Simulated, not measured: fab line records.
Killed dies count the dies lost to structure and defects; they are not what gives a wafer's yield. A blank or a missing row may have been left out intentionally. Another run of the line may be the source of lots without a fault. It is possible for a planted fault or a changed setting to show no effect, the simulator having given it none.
fab line records    flow sky130
[record] lots = 14  wafers = 42  last_day = 50
route steps=708 shown VIA1@460 VIA4@651 PASSIVATION@683 PAD_OPEN@708
lots with no fault: from the same line, run without faults
start_h: hours from the record's opening day to when the first of the lot's shown wafers began    wait_h: hours since the lot's step before    " the same as in the row above    L1.1+2: one row covering several wafers at once    - no value, or no start was given    * or withheld: withheld    < > ~ a bound
route shown NAME@n: a module of which the file shows steps, and the number in the route of the first    usual: mean/standard deviation of fault-free wafers    same: alike in all rows    chamber/n: place in a boat    sites: each site's reading    _std_site: how widely they spread, as a standard deviation    _edge_site: outer sites' mean less inner sites'    radius_mm: for every site, how far away it sits from the centre of the wafer    mask NAME#n: copy n    behind: the tool/chamber that last shaped the wafer    hold: why the lot went on hold/how many hours it stayed there/how the hold came to an end    device: whichever transistor did not switch (one of n, p or np)    end of line: the same wafers' tests at the end of the route    a step with no rows: only its recipe    killed: not the wafer's yield, but the dies lost to structure and defects at the first sort    map: per-die view of a wafer (x killed, . not killed, _ where there is no die)
set.NAME: the setting that was run; set.NAME@STEP: the one run at that earlier step    model.NAME: the simulator's own value behind a step, which no gauge read
one table for each step of the route and one row for each wafer, over a sample of lots
services: the hour from which a tool's chamber was out of use, counted from the record's first day as start_h (under 0 if before that day), plus the number of hours and why
[[steps]]
[step SKY_VIA1_CMP_02]
[recipe] material = SiO2  down_force_psi = 4  platen_rpm = 60  pad_velocity_m_s = 0.94248
[usual] motor_current_A = 13.4/1.2
lot.wafer  tool    chamber  start_h  wait_h  motor_current_A
L319.2     cmp-01  0        764.43   0.1     12.4
L319.6     "       3        "        "       11.5
L319.5     "       0        "        "       12.6
L320.3     cmp-02  3        781.92   0.2     15.0
L320.5     "       0        "        "       14.5
L320.6     "       1        "        "       13.7
L321.2     cmp-02  2        784.88   0.0     13.7
L321.3     "       1        "        "       14.2
L321.5     "       2        "        "       14.2
L322.4     cmp-02  1        789.81   0.0     14.0
L322.2     "       2        "        "       14.2
L322.3     "       0        "        "       14.8
L324.3     cmp-01  0        807.66   0.0     11.7
L324.1     "       1        "        "       12.5
L324.6     "       1        "        "       11.8
L325.2     cmp-01  1        814.91   0.0     11.7
L325.1     "       3        "        "       11.5
L325.4     "       0        "        "       12.7
L326.1     cmp-02  1        819.71   0.1     14.1
L326.2     "       3        "        "       14.3
L326.5     "       2        "        "       13.9
L327.1     cmp-01  3        826.40   0.1     11.4
L327.6     "       2        "        "       13.8
L327.5     "       3        "        "       10.4
L334.4     cmp-02  3        889.67   0.0     14.6
L334.3     "       1        "        "       14.0
L334.2     "       2        "        "       14.4
L335.1     cmp-02  2        893.83   0.1     14.8
L335.4     "       1        "        "       14.1
L335.6     "       3        "        "       14.7
L336.2     cmp-02  1        897.76   0.1     13.9
L336.3     "       3        "        "       13.1
L336.5     "       1        "        "       13.3
L337.1     cmp-01  2        903.02   0.1     13.7
L337.3     "       3        "        "       11.4
L337.5     "       1        "        "       13.0
L341.1     cmp-01  1        929.68   0.1     12.1
L341.2     "       0        "        "       11.9
L341.5     "       1        "        "       11.7
L342.3     cmp-01  0        935.45   0.2     11.9
L342.6     "       1        "        "       12.5
L342.5     "       2        "        "       14.4
[step SKY_VIA4_ETCH_12]
[recipe] target = SiO2  chemistry = C4F8/O2/Ar  stop_on = TiN  mask_material = NOVOLAK  source_w = 1500  bias_w = 1200  pressure_mtorr = 40  c4f8_flow_sccm = withheld  O2_flow_sccm = 6  Ar_flow_sccm = 300  time_s = withheld  target_depth_a = 5800
[usual] oes_product_au = 0.926/0.004
lot.wafer  tool         chamber  start_h  wait_h  oes_product_au
L319.2     rie_diel-04  3        1003.96  0.0     0.927
L319.5     "            0        "        "       0.920
L319.6     "            1        "        "       0.931
L320.3     rie_diel-01  2        1018.93  0.0     0.923
L320.5     "            3        "        "       0.933
L320.6     "            0        "        "       0.925
L321.2     rie_diel-04  3        1022.03  0.0     0.927
L321.3     "            0        "        "       0.929
L321.5     "            3        "        "       0.925
L322.2     rie_diel-02  2        1028.44  0.0     0.926
L322.3     "            1        "        "       0.924
L322.4     "            3        "        "       0.928
L324.1     rie_diel-04  0        1041.51  0.0     0.925
L324.3     "            2        "        "       0.921
L324.6     "            3        "        "       0.920
L325.1     rie_diel-02  0        1047.48  0.0     0.923
L325.2     "            1        "        "       0.931
L325.4     "            1        "        "       0.929
L326.1     rie_diel-01  1        1053.14  0.0     0.926
L326.2     "            0        "        "       0.921
L326.5     "            0        "        "       0.931
L327.1     rie_diel-02  3        1055.73  0.0     0.928
L327.5     "            3        "        "       0.925
L327.6     "            0        "        "       0.923
L334.2     rie_diel-01  0        1108.61  0.0     0.929
L334.3     "            3        "        "       0.927
L334.4     "            3        "        "       0.924
L335.1     rie_diel-01  3        1112.09  0.0     0.933
L336.2     rie_diel-01  0        1115.73  0.0     0.929
L336.3     "            2        "        "       0.923
L337.1     rie_diel-04  2        1120.08  0.0     0.927
L337.3     "            0        "        "       0.936
L337.5     "            1        "        "       0.922
L341.1     rie_diel-01  2        1140.31  0.0     0.929
L341.2     "            3        "        "       0.926
L341.5     "            1        "        "       0.925
L342.3     rie_diel-01  1        1144.13  0.0     0.928
L342.5     "            1        "        "       0.925
L342.6     "            2        "        "       0.924
[step SKY_VIA4_THK_MEAS_20]
[recipe] thk_meas_gauge = xrf  reads = W_of_VIA4_CVD_18
[usual] VIA4_W_THK = 519/10
lot.wafer  tool           chamber  start_h  wait_h  VIA4_W_THK[nm]
L319.2     film_metro-04  -        1004.99  0.1     527
L319.5     "              -        "        "       522
L319.6     "              -        "        "       537
L320.3     film_metro-01  -        1019.95  0.1     538
L320.5     "              -        "        "       515
L320.6     "              -        "        "       535
L321.2     film_metro-03  -        1023.08  0.1     515
L321.3     "              -        "        "       520
L321.5     "              -        "        "       515
L322.2     film_metro-01  -        1029.49  0.1     511
L322.3     "              -        "        "       518
L322.4     "              -        "        "       535
L324.1     film_metro-03  -        1042.51  0.1     536
L324.3     "              -        "        "       530
L324.6     "              -        "        "       510
L325.1     film_metro-03  -        1048.48  0.1     535
L325.2     "              -        "        "       508
L325.4     "              -        "        "       502
L326.1     film_metro-03  -        1054.14  0.1     523
L326.2     "              -        "        "       517
L326.5     "              -        "        "       518
L327.1     film_metro-04  -        1056.73  0.1     519
L327.5     "              -        "        "       520
L327.6     "              -        "        "       516
L334.2     film_metro-03  -        1109.65  0.1     527
L334.3     "              -        "        "       530
L334.4     "              -        "        "       520
L335.1     film_metro-04  -        1113.09  0.1     511
L336.2     film_metro-04  -        1116.74  0.1     504
L336.3     "              -        "        "       508
L337.1     film_metro-04  -        1121.08  0.1     500
L337.3     "              -        "        "       514
L337.5     "              -        "        "       522
L341.1     film_metro-01  -        1141.34  0.1     517
L341.2     "              -        "        "       515
L341.5     "              -        "        "       519
L342.3     film_metro-03  -        1145.15  0.1     530
L342.5     "              -        "        "       503
L342.6     "              -        "        "       528
[step SKY_PASSIVATION_CVD_02]
[recipe] material = Si3N4  target_thk_nm = 540  temp_c = 400  time_s = withheld  rf_w = 450
[usual] heater_power_w = 710/120
lot.wafer  tool      chamber  start_h  wait_h  heater_power_w
L319.2     pecvd-03  2        1029.85  0.0     817
L319.5     "         0        "        "       887
L319.6     "         2        "        "       871
L320.3     pecvd-03  2        1044.73  0.0     808
L320.5     "         1        "        "       834
L320.6     "         0        "        "       776
L321.2     pecvd-01  1        1046.41  0.0     657
L321.3     "         0        "        "       912
L321.5     "         2        "        "       669
L322.2     pecvd-01  1        1053.06  0.0     669
L322.3     "         2        "        "       578
L322.4     "         0        "        "       801
L324.1     pecvd-01  0        1065.65  0.1     962
L324.3     "         2        "        "       683
L324.6     "         0        "        "       977
L325.1     pecvd-03  0        1071.50  0.1     763
L325.2     "         1        "        "       679
L325.4     "         2        "        "       844
L326.1     pecvd-04  2        1077.00  0.1     705
L326.2     "         1        "        "       615
L326.5     "         1        "        "       632
L327.1     pecvd-04  0        1079.55  0.1     639
L327.5     "         1        "        "       507
L327.6     "         0        "        "       517
L334.2     pecvd-01  2        1130.84  0.0     672
L334.3     "         0        "        "       989
L334.4     "         1        "        "       653
L335.1     pecvd-03  1        1134.48  0.1     845
L336.2     pecvd-01  1        1138.25  0.0     642
L336.3     "         0        "        "       807
L337.1     pecvd-04  1        1141.10  0.1     622
L337.3     "         2        "        "       672
L337.5     "         1        "        "       509
L341.1     pecvd-04  0        1160.86  0.1     599
L341.2     "         1        "        "       549
L341.5     "         2        "        "       721
L342.3     pecvd-04  1        1164.14  0.0     540
L342.5     "         2        "        "       704
L342.6     "         0        "        "       632
[step SKY_PAD_OPEN_PROBE_99]
[usual] defect_limited_yield = 82.5/1.9  killed_at_M0_to_M3 = 43/7.6  killed_at_M4_up = 2.9/1.7  killed_at_contacts = 24/5.5  killed_at_front_end = 15/4.2  killed_at_other = 0.3/0.52  killed_dies = 86/9.4  killed_on_rim = 17/4  killed_open = 47/7  killed_short = 39/6.4
[same] gross_dies = 492  killed_at_back_side = 0
lot.wafer  tool       chamber  start_h  wait_h  defect_limited_yield[%]  killed_at_M0_to_M3  killed_at_M4_up  killed_at_contacts  killed_at_front_end  killed_at_other  killed_dies  killed_on_rim  killed_open  killed_short
L319.2     prober-01  -        1076.32  0.1     79.1                     60                  2                33                  8                    0                103          15             65           37
L319.5     prober-01  -        1076.47  0.2     81.5                     38                  3                28                  22                   0                91           14             50           41
L319.6     prober-01  -        1076.52  0.2     82.5                     52                  3                20                  9                    2                86           16             48           37
L320.3     prober-02  -        1089.33  0.2     80.5                     47                  3                28                  18                   0                96           17             51           44
L320.5     prober-02  -        1089.43  0.2     81.5                     55                  2                19                  14                   1                91           20             48           42
L320.6     prober-02  -        1089.48  0.2     86.0                     34                  1                22                  11                   1                69           19             44           24
L321.2     prober-01  -        1091.28  0.1     83.5                     45                  1                26                  9                    0                81           18             52           29
L321.3     prober-01  -        1091.33  0.2     81.3                     46                  5                26                  14                   1                92           17             55           37
L321.5     prober-01  -        1091.43  0.2     80.7                     48                  2                26                  18                   1                95           23             41           54
L322.2     prober-02  -        1098.00  0.1     84.1                     37                  2                24                  15                   0                78           18             44           34
L322.3     prober-02  -        1098.05  0.2     82.3                     55                  5                13                  14                   0                87           15             44           42
L322.4     prober-02  -        1098.10  0.2     80.3                     37                  1                43                  16                   0                97           14             57           40
L324.1     prober-01  -        1108.65  0.1     80.9                     54                  2                22                  16                   0                94           11             51           43
L324.3     prober-01  -        1108.75  0.2     81.7                     43                  3                23                  21                   0                90           17             56           34
L324.6     prober-01  -        1108.90  0.2     81.1                     43                  6                24                  20                   0                93           17             45           48
L325.1     prober-02  -        1114.89  0.1     86.2                     31                  3                18                  16                   0                68           14             38           30
L325.2     prober-02  -        1114.94  0.1     81.3                     47                  0                30                  15                   0                92           20             54           38
L325.4     prober-02  -        1115.04  0.2     83.3                     45                  1                24                  12                   0                82           16             37           45
L326.1     prober-01  -        1120.98  0.1     82.5                     53                  1                15                  16                   1                86           18             41           44
L326.2     prober-01  -        1121.03  0.1     84.8                     37                  3                14                  20                   1                75           17             29           45
L326.5     prober-01  -        1121.18  0.2     82.1                     48                  2                27                  10                   1                88           17             52           35
L327.1     prober-02  -        1122.48  0.1     83.5                     36                  7                21                  17                   0                81           12             45           36
L327.5     prober-02  -        1122.68  0.2     79.9                     43                  2                36                  16                   2                99           19             51           47
L327.6     prober-02  -        1122.73  0.2     83.7                     38                  2                27                  13                   0                80           17             35           44
L334.2     prober-01  -        1169.46  0.1     77.4                     57                  8                28                  18                   0                111          26             54           57
L334.3     prober-01  -        1169.51  0.2     82.5                     39                  5                27                  13                   2                86           17             49           37
L334.4     prober-01  -        1169.56  0.2     81.5                     46                  1                29                  15                   0                91           21             48           43
L335.1     prober-02  -        1173.18  0.1     65.7                     123                 4                28                  14                   0                169          55             41           48
L335.4     prober-02  -        1173.33  0.2     5.3                      428                 4                19                  15                   0                466          77             43           51
L335.6     prober-02  -        1173.43  0.2     23.8                     312                 4                38                  21                   0                375          58             49           38
L336.2     prober-01  -        1176.93  0.1     68.9                     122                 2                21                  8                    0                153          16             45           21
L336.3     prober-01  -        1176.98  0.2     52.0                     197                 1                26                  12                   0                236          57             46           34
L336.5     prober-01  -        1177.08  0.2     24.8                     332                 2                17                  19                   0                370          82             48           33
L337.1     prober-02  -        1179.78  0.1     80.5                     58                  3                16                  19                   0                96           13             62           34
L337.3     prober-02  -        1179.88  0.2     82.3                     40                  1                30                  15                   1                87           17             49           38
L337.5     prober-02  -        1179.98  0.2     80.5                     51                  4                26                  14                   1                96           22             48           47
L341.1     prober-02  -        1195.88  0.1     85.8                     30                  3                27                  10                   0                70           11             39           31
L341.2     prober-02  -        1195.93  0.1     85.2                     33                  5                26                  9                    0                73           13             41           32
L341.5     prober-02  -        1196.08  0.2     85.4                     39                  0                17                  16                   0                72           21             43           29
L342.3     prober-01  -        1198.93  0.2     81.9                     43                  3                26                  17                   0                89           20             51           37
L342.5     prober-01  -        1199.03  0.2     83.7                     41                  5                18                  16                   0                80           14             44           35
L342.6     prober-01  -        1199.08  0.2     82.3                     47                  1                26                  13                   0                87           20             40           47
// killed by level:class
L319.2 CONTACT:geometric_particle:open=14 VIA1:geometric_particle:open=14 LI_CONTACT:geometric_particle:open=11 VIA2:geometric_particle:open=10 VIA1:geometric_particle:short=10 METAL1:geometric_particle:short=9 VIA3:geometric_particle:open=7 POLY_GATE:geometric_particle:open=4
L319.5 LI_CONTACT:geometric_particle:open=11 CONTACT:geometric_particle:open=11 POLY_GATE:geometric_particle:short=10 VIA2:geometric_particle:open=9 POLY_GATE:geometric_particle:open=6 VIA3:geometric_particle:open=6 FIELD_ISO:geometric_particle:short=5 METAL1:geometric_particle:short=5
L319.6 VIA1:geometric_particle:open=11 CONTACT:geometric_particle:open=10 VIA3:geometric_particle:open=9 METAL2:geometric_particle:short=8 VIA2:geometric_particle:open=6 FIELD_ISO:geometric_particle:short=5 CONTACT:geometric_particle:short=4 METAL1:geometric_particle:short=4
L320.3 VIA1:geometric_particle:open=14 CONTACT:geometric_particle:open=11 METAL2:geometric_particle:short=9 POLY_GATE:geometric_particle:short=7 CONTACT:geometric_particle:short=6 POLY_GATE:geometric_particle:open=5 LI_CONTACT:geometric_particle:open=4 VIA2:geometric_particle:open=4
L320.5 METAL1:geometric_particle:short=10 VIA3:geometric_particle:open=10 VIA2:geometric_particle:open=9 CONTACT:geometric_particle:open=7 VIA1:geometric_particle:short=7 POLY_GATE:geometric_particle:open=5 LI_CONTACT:geometric_particle:open=5 VIA1:geometric_particle:open=4
L320.6 VIA1:geometric_particle:open=12 CONTACT:geometric_particle:open=9 LI_CONTACT:geometric_particle:open=6 FIELD_ISO:geometric_particle:open=4 CONTACT:geometric_particle:short=4 VIA2:geometric_particle:open=4 VIA3:geometric_particle:open=4 VIA1:geometric_particle:short=3
L321.2 VIA1:geometric_particle:open=13 CONTACT:geometric_particle:open=10 LI_CONTACT:geometric_particle:open=9 VIA2:geometric_particle:open=9 METAL1:geometric_particle:short=6 VIA1:geometric_particle:short=6 LOCAL_INTERCONNECT:geometric_particle:short=4 FIELD_ISO:geometric_particle:open=3
L321.3 CONTACT:geometric_particle:open=10 LI_CONTACT:geometric_particle:open=10 VIA1:geometric_particle:open=10 VIA2:geometric_particle:open=9 FIELD_ISO:geometric_particle:short=5 METAL2:geometric_particle:short=5 VIA2:geometric_particle:short=4 METAL1:geometric_particle:short=4
L321.5 CONTACT:geometric_particle:open=11 VIA1:geometric_particle:short=10 VIA1:geometric_particle:open=9 METAL1:geometric_particle:short=7 LI_CONTACT:geometric_particle:open=6 CONTACT:geometric_particle:short=5 FIELD_ISO:geometric_particle:short=4 POLY_GATE:geometric_particle:short=4
L322.2 CONTACT:geometric_particle:open=10 VIA1:geometric_particle:open=9 LI_CONTACT:geometric_particle:open=6 POLY_GATE:geometric_particle:open=5 LOCAL_INTERCONNECT:geometric_particle:short=5 METAL1:geometric_particle:short=5 METAL2:geometric_particle:short=5 FIELD_ISO:geometric_particle:open=3
L322.3 VIA1:geometric_particle:open=15 VIA3:geometric_particle:open=9 VIA1:geometric_particle:short=7 POLY_GATE:geometric_particle:short=5 CONTACT:geometric_particle:open=5 METAL2:geometric_particle:short=5 VIA2:geometric_particle:open=5 FIELD_ISO:geometric_particle:open=4
L322.4 CONTACT:geometric_particle:open=18 LOCAL_INTERCONNECT:geometric_particle:short=12 VIA1:geometric_particle:open=10 POLY_GATE:geometric_particle:open=6 LI_CONTACT:geometric_particle:open=6 VIA3:geometric_particle:open=5 VIA2:geometric_particle:open=5 METAL3:geometric_particle:short=4
L324.1 VIA1:geometric_particle:open=13 VIA2:geometric_particle:open=7 LI_CONTACT:geometric_particle:open=6 CONTACT:geometric_particle:open=6 METAL1:geometric_particle:short=6 VIA1:geometric_particle:short=5 VIA3:geometric_particle:open=5 POLY_GATE:geometric_particle:open=4
L324.3 VIA2:geometric_particle:open=10 CONTACT:geometric_particle:open=8 VIA1:geometric_particle:open=8 POLY_GATE:geometric_particle:open=7 LI_CONTACT:geometric_particle:open=7 FIELD_ISO:geometric_particle:short=6 VIA3:geometric_particle:open=6 FIELD_ISO:geometric_particle:open=4
L324.6 CONTACT:geometric_particle:short=8 CONTACT:geometric_particle:open=8 VIA3:geometric_particle:open=8 POLY_GATE:geometric_particle:open=7 METAL3:geometric_particle:short=6 FIELD_ISO:geometric_particle:short=5 VIA2:geometric_particle:open=5 VIA1:geometric_particle:open=5
L325.1 CONTACT:geometric_particle:open=6 FIELD_ISO:geometric_particle:short=5 VIA1:geometric_particle:open=5 VIA3:geometric_particle:open=5 VIA2:geometric_particle:open=5 FIELD_ISO:geometric_particle:open=4 CONTACT:geometric_particle:short=4 METAL1:geometric_particle:short=4
L325.2 VIA1:geometric_particle:open=17 LI_CONTACT:geometric_particle:open=10 CONTACT:geometric_particle:short=8 CONTACT:geometric_particle:open=7 METAL1:geometric_particle:short=7 VIA1:geometric_particle:short=7 VIA2:geometric_particle:open=6 FIELD_ISO:geometric_particle:short=5
L325.4 VIA1:geometric_particle:open=12 LI_CONTACT:geometric_particle:short=8 METAL2:geometric_particle:short=8 VIA3:geometric_particle:open=6 LI_CONTACT:geometric_particle:open=5 CONTACT:geometric_particle:short=5 CONTACT:geometric_particle:open=5 VIA1:geometric_particle:short=5
L326.1 METAL2:geometric_particle:short=9 METAL1:geometric_particle:short=7 CONTACT:geometric_particle:open=6 VIA1:geometric_particle:open=6 VIA2:geometric_particle:open=6 VIA2:geometric_particle:short=6 FIELD_ISO:geometric_particle:open=5 POLY_GATE:geometric_particle:open=5
L326.2 VIA1:geometric_particle:open=9 FIELD_ISO:geometric_particle:short=7 VIA1:geometric_particle:short=7 LOCAL_INTERCONNECT:geometric_particle:short=6 FIELD_ISO:geometric_particle:open=4 POLY_GATE:geometric_particle:short=4 METAL1:geometric_particle:short=4 VIA3:geometric_particle:short=3
L326.5 VIA1:geometric_particle:open=19 CONTACT:geometric_particle:open=7 LI_CONTACT:geometric_particle:open=6 LI_CONTACT:geometric_particle:short=5 VIA2:geometric_particle:open=5 LOCAL_INTERCONNECT:geometric_particle:short=5 METAL1:geometric_particle:short=5 VIA3:geometric_particle:open=5
L327.1 VIA1:geometric_particle:open=9 LI_CONTACT:geometric_particle:open=8 FIELD_ISO:geometric_particle:short=5 VIA3:geometric_particle:open=5 CONTACT:geometric_particle:open=5 VIA2:geometric_particle:open=4 POLY_GATE:geometric_particle:short=4 LOCAL_INTERCONNECT:geometric_particle:open=4
L327.5 CONTACT:geometric_particle:open=14 VIA2:geometric_particle:open=8 LI_CONTACT:geometric_particle:open=7 CONTACT:geometric_particle:short=7 LOCAL_INTERCONNECT:geometric_particle:short=6 METAL1:geometric_particle:short=6 VIA1:geometric_particle:short=6 METAL2:geometric_particle:short=6
L327.6 CONTACT:geometric_particle:open=8 LI_CONTACT:geometric_particle:open=8 VIA1:geometric_particle:short=7 LI_CONTACT:geometric_particle:short=6 METAL2:geometric_particle:short=6 VIA2:geometric_particle:short=5 VIA1:geometric_particle:open=4 VIA2:geometric_particle:open=4
L334.2 METAL1:geometric_particle:short=11 CONTACT:geometric_particle:open=10 VIA1:geometric_particle:open=8 VIA3:geometric_particle:open=7 CONTACT:geometric_particle:short=6 METAL2:geometric_particle:short=6 METAL3:geometric_particle:short=6 METAL4:geometric_particle:short=5
L334.3 CONTACT:geometric_particle:open=11 VIA1:geometric_particle:open=9 LI_CONTACT:geometric_particle:open=7 METAL1:geometric_particle:short=7 VIA3:geometric_particle:open=6 CONTACT:geometric_particle:short=5 VIA2:geometric_particle:open=5 METAL4:geometric_particle:short=5
L334.4 VIA1:geometric_particle:open=12 CONTACT:geometric_particle:open=12 METAL1:geometric_particle:short=9 VIA3:geometric_particle:open=9 LOCAL_INTERCONNECT:geometric_particle:short=6 LI_CONTACT:geometric_particle:open=5 POLY_GATE:geometric_particle:short=4 METAL2:geometric_particle:short=4
L335.1 VIA1:area_etch=80 CONTACT:geometric_particle:open=9 METAL1:geometric_particle:short=8 METAL2:geometric_particle:short=8 LI_CONTACT:geometric_particle:open=7 VIA1:geometric_particle:open=7 VIA2:geometric_particle:open=6 VIA2:geometric_particle:short=5
L335.4 VIA1:area_etch=372 METAL1:geometric_particle:short=9 METAL2:geometric_particle:short=9 VIA1:geometric_particle:open=8 VIA2:geometric_particle:open=8 CONTACT:geometric_particle:open=6 VIA1:geometric_particle:short=6 CONTACT:geometric_particle:short=5
L335.6 VIA1:area_etch=288 CONTACT:geometric_particle:open=13 LI_CONTACT:geometric_particle:open=10 LI_CONTACT:geometric_particle:short=8 FIELD_ISO:geometric_particle:open=6 FIELD_ISO:geometric_particle:short=5 POLY_GATE:geometric_particle:open=4 VIA1:geometric_particle:open=4
L336.2 VIA1:area_etch=87 VIA1:geometric_particle:open=9 CONTACT:geometric_particle:open=8 LI_CONTACT:geometric_particle:open=7 VIA2:geometric_particle:open=7 VIA1:geometric_particle:short=5 LOCAL_INTERCONNECT:geometric_particle:short=4 VIA3:geometric_particle:open=4
L336.3 VIA1:area_etch=156 VIA1:geometric_particle:open=9 CONTACT:geometric_particle:open=8 LOCAL_INTERCONNECT:geometric_particle:short=6 POLY_GATE:geometric_particle:open=5 LI_CONTACT:geometric_particle:open=5 CONTACT:geometric_particle:short=5 VIA2:geometric_particle:open=5
L336.5 VIA1:area_etch=289 VIA1:geometric_particle:open=11 FIELD_ISO:geometric_particle:short=8 VIA3:geometric_particle:open=8 CONTACT:geometric_particle:open=7 VIA1:geometric_particle:short=7 VIA2:geometric_particle:open=6 LI_CONTACT:geometric_particle:open=4
L337.1 VIA1:geometric_particle:open=16 VIA2:geometric_particle:open=11 FIELD_ISO:geometric_particle:short=9 CONTACT:geometric_particle:open=9 VIA3:geometric_particle:open=6 FIELD_ISO:geometric_particle:open=5 METAL2:geometric_particle:open=5 METAL2:geometric_particle:short=5
L337.3 CONTACT:geometric_particle:open=12 LI_CONTACT:geometric_particle:open=9 VIA3:geometric_particle:open=7 FIELD_ISO:geometric_particle:open=6 VIA1:geometric_particle:short=6 FIELD_ISO:geometric_particle:short=5 METAL2:geometric_particle:short=5 VIA1:geometric_particle:open=5
L337.5 VIA1:geometric_particle:open=18 CONTACT:geometric_particle:open=11 VIA1:geometric_particle:short=10 CONTACT:geometric_particle:short=7 FIELD_ISO:geometric_particle:short=6 VIA2:geometric_particle:open=6 METAL1:geometric_particle:short=5 FIELD_ISO:geometric_particle:open=4
L341.1 LI_CONTACT:geometric_particle:open=8 CONTACT:geometric_particle:open=8 VIA1:geometric_particle:open=7 LOCAL_INTERCONNECT:geometric_particle:short=5 CONTACT:geometric_particle:short=5 METAL1:geometric_particle:short=5 FIELD_ISO:geometric_particle:open=4 VIA2:geometric_particle:open=4
L341.2 CONTACT:geometric_particle:open=9 VIA3:geometric_particle:open=8 LOCAL_INTERCONNECT:geometric_particle:short=6 VIA1:geometric_particle:open=5 METAL1:geometric_particle:short=5 VIA2:geometric_particle:open=4 CONTACT:geometric_particle:short=3 LI_CONTACT:geometric_particle:open=3
L341.5 VIA1:geometric_particle:open=8 LI_CONTACT:geometric_particle:open=7 VIA2:geometric_particle:open=6 FIELD_ISO:geometric_particle:short=5 FIELD_ISO:geometric_particle:open=5 METAL1:geometric_particle:short=5 VIA3:geometric_particle:open=5 METAL2:geometric_particle:short=4
L342.3 VIA1:geometric_particle:open=11 CONTACT:geometric_particle:open=9 VIA3:geometric_particle:open=8 METAL1:geometric_particle:short=6 POLY_GATE:geometric_particle:short=5 LI_CONTACT:geometric_particle:open=5 CONTACT:geometric_particle:short=5 VIA2:geometric_particle:open=4
L342.5 VIA1:geometric_particle:open=9 CONTACT:geometric_particle:open=8 METAL1:geometric_particle:short=6 VIA2:geometric_particle:open=6 POLY_GATE:geometric_particle:short=5 LI_CONTACT:geometric_particle:open=5 VIA2:geometric_particle:short=5 METAL2:geometric_particle:short=4
L342.6 VIA1:geometric_particle:open=12 CONTACT:geometric_particle:open=9 FIELD_ISO:geometric_particle:short=7 LOCAL_INTERCONNECT:geometric_particle:short=7 VIA1:geometric_particle:short=7 METAL2:geometric_particle:short=7 VIA3:geometric_particle:open=7 LI_CONTACT:geometric_particle:open=4
[[services]]
tool         chamber  start_h  hours  kind
cmp-02       -        744.00   4.0    pm
cmp-01       -        772.80   0.2    repair
cmp-02       -        818.03   0.3    repair
rie_diel-01  3        820.58   2.0    repair
cmp-02       -        853.09   0.6    repair
cmp-01       -        912.61   5.7    pm
cmp-01       -        918.34   4.0    pm
rie_diel-01  -        940.42   0.6    repair
rie_diel-01  0        949.26   4.1    repair
cmp-02       -        990.09   4.0    pm
cmp-02       -        1005.60  0.6    repair
cmp-02       -        1016.92  0.8    repair
cmp-02       -        1047.45  14.5   pm
rie_diel-01  2        1064.84  2.6    repair
cmp-02       -        1067.82  2.6    repair
cmp-02       -        1069.71  0.6    repair
cmp-02       -        1075.86  2.3    repair
cmp-02       -        1078.41  1.6    repair
cmp-02       -        1084.13  4.0    pm
rie_diel-01  0        1095.51  10.6   repair
rie_diel-01  1        1098.71  19.6   repair
pecvd-04     1        1113.84  1.9    repair
pecvd-04     -        1132.64  1.4    repair
rie_diel-01  -        1163.30  0.7    repair
[[key]]
[first_sign] step = SKY_PAD_OPEN_PROBE_99  reading = killed_at_M0_to_M3  direction = up  sigmas = 28  usual = 43  struck = 252
[effect] step = SKY_PAD_OPEN_PROBE_99  reading = defect_limited_yield  direction = down  sigmas = 22  usual = 82.5  struck = 40.1
[more_kills_born_at] SKY_VIA1_ETCH_15@rie_diel-02 = 740  SKY_VIA1_ETCH_15@rie_diel-03 = 532
met_at SKY_VIA1_CMP_02
struck_lots L335,L336
later_rows_left_out L335.4,L335.6,L336.5
not_acting_at SKY_VIA4_ETCH_12,SKY_VIA4_THK_MEAS_20,SKY_PASSIVATION_CVD_02
onset_between 889.67 893.83
[fault] kind = process_parameter_drift  tool = cmp-02  chamber = -  onset_h = 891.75  steps = SKY_VIA1_CMP_02  channel = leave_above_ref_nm  offset = 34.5  shape = step  end_h = 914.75  acts_in = these_recipes_only  stated = 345
// later_rows_left_out: the simulator's readings of these wafers behind a module that went badly wrong aren't trusted and aren't shown, but for the sort
